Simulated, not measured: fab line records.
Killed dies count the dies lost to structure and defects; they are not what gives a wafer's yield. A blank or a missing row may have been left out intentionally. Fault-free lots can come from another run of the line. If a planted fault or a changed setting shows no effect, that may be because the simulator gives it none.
Matching of chambers + flow gf180mcu + GF_CONTACT_ETCH_16 on rieDiel-03 has 4 sister chambers
The step etches BARC in N2/H2. 4 wafers are shown with their chamber, then 11 later ones without.

== WAFERS WITH THEIR CHAMBER ==
| wafer  | chamber | rfFwdPowerW (W) |
|--------|---------|-----------------|
| L085.5 | 0       | 497.9           |
| L086.2 | 1       | 498.3           |
| L088.6 | 3       | 494.9           |
| L091.2 | 2       | 495.3           |

== WAFERS MISSING THEIR CHAMBER ==
| wafer  | rfFwdPowerW (W) |
|--------|-----------------|
| L091.5 | 498.3           |
| L091.6 | 496.7           |
| L093.4 | 495.5           |
| L093.5 | 494.4           |
| L093.6 | 495.9           |
| L095.1 | 496.8           |
| L095.4 | 498.3           |
| L095.5 | 497.0           |
| L097.1 | 496.4           |
| L097.3 | 496.5           |
| L097.5 | 493.4           |

== WHICH CHAMBER EACH ONE RAN IN ==
| wafer  | from the rows above               | in truth |
|--------|-----------------------------------|----------|
| L091.5 | can't be placed: 1 or 0           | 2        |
| L091.6 | can't be placed: 0 or 2 or 1 or 3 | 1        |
| L093.4 | can't be placed: 2 or 3           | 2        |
| L093.5 | can't be placed: 3 or 2           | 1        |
| L093.6 | can't be placed: 2 or 3 or 0 or 1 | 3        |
| L095.1 | can't be placed: 0 or 1 or 2 or 3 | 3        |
| L095.4 | can't be placed: 1 or 0           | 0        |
| L095.5 | can't be placed: 0 or 1 or 2 or 3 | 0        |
| L097.1 | can't be placed: 2 or 0 or 3 or 1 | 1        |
| L097.3 | can't be placed: 2 or 0 or 3 or 1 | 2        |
| L097.5 | can't be placed: 3 or 2           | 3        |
Correct placement for 0 of the 11. Cannot be placed on the basis of these rows: 11; the candidates contain the true chamber in 9. 0 placed wrongly.
How it was worked out, from the rows above alone: a wafer's distance from a chamber is the root of the sum, over the readings, of the square of ((its reading less the chamber's mean) divided by the reading's scatter). The wafer belongs to the nearest chamber; if the next one is less than 2 further off, it can't be placed. For every chamber, the mean is computed from those of its wafers that are shown. The scatter (one wafer shown for each chamber): square how far every hidden wafer sits from the nearest shown wafer, average those squares and take the square root.
